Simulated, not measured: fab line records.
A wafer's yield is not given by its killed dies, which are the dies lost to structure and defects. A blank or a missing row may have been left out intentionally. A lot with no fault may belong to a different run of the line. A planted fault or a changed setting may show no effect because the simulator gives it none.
One fault seen from 2 desks :: flow gf180mcu :: what lay behind the numbers comes last; until then each desk has only its own

## TOOL OWNER'S DESK, pvd sputter-01
At GF_CONTACT_SPUTTER_23 (material TiN, target thk 10 nm, time 40 s) the tool's own readings: per lot run on this tool, the mean of the sampled wafers that have a number. Marked OUT: a lot whose mean sits more than 4 standard deviations from the usual mean, which makes it out of limits; the brackets give that distance.
Columns: A = chamber pressure pa at GF_CONTACT_SPUTTER_23, usual 5.000 Pa; B = throttle valve pct at GF_CONTACT_SPUTTER_23, usual 29.8 %
lot: L827
first seen here: day 18 09:56
A: 4.995
B: 29.2

lot: L834
first seen here: day 21 00:02
A: 4.880 (-11) OUT
B: 29.2
This desk's verdict: out of limits on L834, starting with L834 at day 21 00:02 (chamber pressure pa at GF_CONTACT_SPUTTER_23). In limits: L827.

## METROLOGY DESK
Lot by lot, what the gauges showed, no matter which tool ran the lot: averages of those sampled wafers that carry a number. Marked OUT: a lot whose mean sits more than 4 standard deviations from the usual mean, which makes it out of limits; the brackets give that distance.
Columns: A = cd nm at GF_CONTACT_CD_MEAS_14, usual 220.3 nm; B = CONTACT_OVL at GF_CONTACT_OVL_MEAS_15, usual -4 nm
lot: L825
first seen here: day 17 15:45
A: 220.7
B: -9

lot: L827
first seen here: day 18 09:15
A: 220.2
B: -7

lot: L834
first seen here: day 20 23:22
A: 218.9
B: 1

lot: L839
first seen here: day 22 14:35
A: 221.1
B: -8

lot: L844
first seen here: day 24 01:56
A: 222.2
B: -2
Result from this desk: across the 5 lots, nothing is out of limits.

## PUT TOGETHER
On L834, at day 21 00:02, an alarm was possible from the tool owner's desk.
Nothing out of limits was seen by the metrology desk.
The metrology desk holds a record of L834, inside its limits.
GF_CONTACT_SPUTTER_23 was run on pvd sputter-01 by each of the lots named.

## WHAT THE SIMULATOR HAD PUT IN
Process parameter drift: pvd sputter-01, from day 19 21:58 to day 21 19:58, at GF_CONTACT_SPUTTER_23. The setting chamber pressure pa was moved by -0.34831, starting from 5. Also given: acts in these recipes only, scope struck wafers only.
Lots struck among those shown: L834.
Delay in hours, fault start to first out-of-limits reading, by desk: the tool owner's desk at 26.
